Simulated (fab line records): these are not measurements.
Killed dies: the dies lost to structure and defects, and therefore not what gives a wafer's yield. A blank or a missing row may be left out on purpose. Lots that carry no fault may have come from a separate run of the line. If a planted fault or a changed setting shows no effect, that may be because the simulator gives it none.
A struck lot beside a sound one -- flow gf180mcu -- 15 out of 602 route steps
Sound: wafers L907.1, L907.4, L907.5. Wafers L917.1, L917.3, L917.4 were the ones struck. Last of all comes the cause.
Each step with rows lists, per side, the tool, then ch with its chambers, then its first start. Under that, the readings that differ: sound wafers -- struck wafers -- difference of the means -- sigmas: that difference in standard deviations of wafers without a fault.
alike: words and numbers the same on both sides, and readings whose means are apart by under 2 such deviations; not compared: readings that were withheld, readings missing a value for some wafer, numbers with overlapping values and no deviation given by the record, and bounds like >300 which may hide the same value.
A row with sigmas, a row that says differs or no value, or rows on one side alone: a step with any of these is where the two part. Numbers that have no deviation but don't overlap get no sigmas and don't part them. A reading that every wafer of one side lacks parts them only if that side has two wafers or more.

GF_M3_SPUTTER_04: material TiN, target thk 50 nm, time 41.7 s.
  sound: pvdSputter-02 at day 21 11:08; struck: pvdSputter-04 at day 25 01:41
  alike: cathodeDcPowerW, throttleValvePct
GF_M3_RS_MEAS_05: measures by four-point-probe.
  sound: filmMetro-04 at day 21 11:10; struck: filmMetro-03 at day 25 01:43
  alike: M3_ALCU_RS
GF_M3_THK_MEAS_06: measures by xrf.
  sound: filmMetro-04 at day 21 11:17; struck: filmMetro-03 at day 25 01:50
  alike: M3_ALCU_THK
then, 7 steps without rows for these wafers: GF_M3_DEHYDRATE_07 (time 60 s); GF_M3_HMDS_08 (prime time 60 s); GF_M3_COAT_09 (resist thk 1000 nm); GF_M3_SOFTBAKE_10 (time 60 s); GF_M3_EXPOSE_11 (exposes mask Metal3, target cd 280 nm); GF_M3_PEB_12 (peb time 90 s); GF_M3_DEVELOP_13 (develop time 60 s).
GF_M3_CD_MEAS_14 targets a cd of 280 nm.
  sound: cdSem-01 at day 22 11:28; struck: cdSem-01 at day 25 22:22
  alike: cdNm
GF_M3_OVL_MEAS_15:
  sound: overlay-02 at day 22 11:35; struck: overlay-02 at day 25 22:29
  alike: M3_OVL
GF_M3_METAL_ETCH_16: etches the open film in Cl2/BCl3, stops on SiO2, target depth 750.8 nm, time 125.1 s.
  sound on rieMetal-01 ch 1, day 22 11:37; struck on rieMetal-01 ch 0,1, day 25 22:32
reading,sound,struck,difference,sigmas
rfFwdPowerW (W),796.0 795.9 792.8,917.9 926.4 920.6,+126.7,+49
model.KrF_of_M3_COAT_09.thkNm (nm),683.1 686.7 685.6,649.6 653.5 649.4,-34.3,
  alike: drypumpMotorCurrentA, oesProductAu, throttleValvePct
  not compared: rfHoursCounterH
GF_M3_STRIP_17: strips in O2/N2.
  sound on plasmaAsher-02 ch 0,1, day 22 11:52; struck on plasmaAsher-03 ch 0,1, day 25 22:40
reading,sound,struck,difference,sigmas
oesProductAu (a.u.),0.537 0.544 0.538,0.518 0.522 0.528,-0.017,-3
stripTimeToEndpointS (s),7.37 7.41 7.38,7.05 7.07 7.04,-0.33,-5
  alike: drypumpMotorCurrentA, heaterPowerW
  not compared: rfHoursCounterH
then, 1 step without rows for these wafers: GF_M3_STRIP_18 (strips in post etch residue remover, time 1200 s).

== WHERE THEY PART ==
Earliest at GF_M3_METAL_ETCH_16; latest, in this record, at GF_M3_STRIP_17.

WHY: the cause the simulator had injected
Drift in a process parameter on rieMetal-01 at GF_M3_METAL_ETCH_16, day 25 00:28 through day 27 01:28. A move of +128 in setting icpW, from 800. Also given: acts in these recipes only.
